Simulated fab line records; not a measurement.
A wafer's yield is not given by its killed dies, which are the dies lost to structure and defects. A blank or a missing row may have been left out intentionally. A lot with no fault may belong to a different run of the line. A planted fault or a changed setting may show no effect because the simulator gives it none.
The tool behind it: which one? :: flow sky130 :: 6 lots (18 wafers sampled), 1 step of a 708-step route

## WHAT THE GAUGES READ, wafer by wafer
SKY_SONOS_TUNNEL_CD_MEAS_07: target cd 410 nm.
lot: L415
measured: day 12 12:12
on: cdSem-01
cdNm (nm): 410.0 408.3 410.4

lot: L417
measured: day 13 06:27
on: cdSem-01
cdNm (nm): 408.8 409.0 408.8

lot: L423
measured: day 14 22:52
on: cdSem-01
cdNm (nm): 410.8 410.6 410.3

lot: L429
measured: day 16 16:05
on: cdSem-02
cdNm (nm): 409.7 408.8 409.0

lot: L431
measured: day 17 06:38
on: cdSem-01
cdNm (nm): 410.7 410.3 411.1

lot: L433
measured: day 18 08:23
on: cdSem-01
cdNm (nm): 407.6 408.0 408.0

## WHICH TOOL RAN EACH LOT (tool, then ch and the chambers of the sampled wafers, then the start)
Record: no process step prior to these readings.

## THE ANSWER, worked out from the rows above alone
Rule: usual is defined by the lots themselves. The widest of any qualifying gaps counts: lots, ordered by their means at a reading, are off when they make up no more than a third of the lots, leave a main group of 4 or more, and stand apart from it by 3 or more times the standard deviation of that group's means. A main group whose means are all the same, to the digits that the tables above print for the reading, isn't used. Also off: a lot with no number at a reading for which 4 or more lots have one. The other lots that the step has rows for count as sound.
No lot is off on any of the readings shown, so nothing can be concluded from this.

## WHAT WAS PUT IN BY THE SIMULATOR
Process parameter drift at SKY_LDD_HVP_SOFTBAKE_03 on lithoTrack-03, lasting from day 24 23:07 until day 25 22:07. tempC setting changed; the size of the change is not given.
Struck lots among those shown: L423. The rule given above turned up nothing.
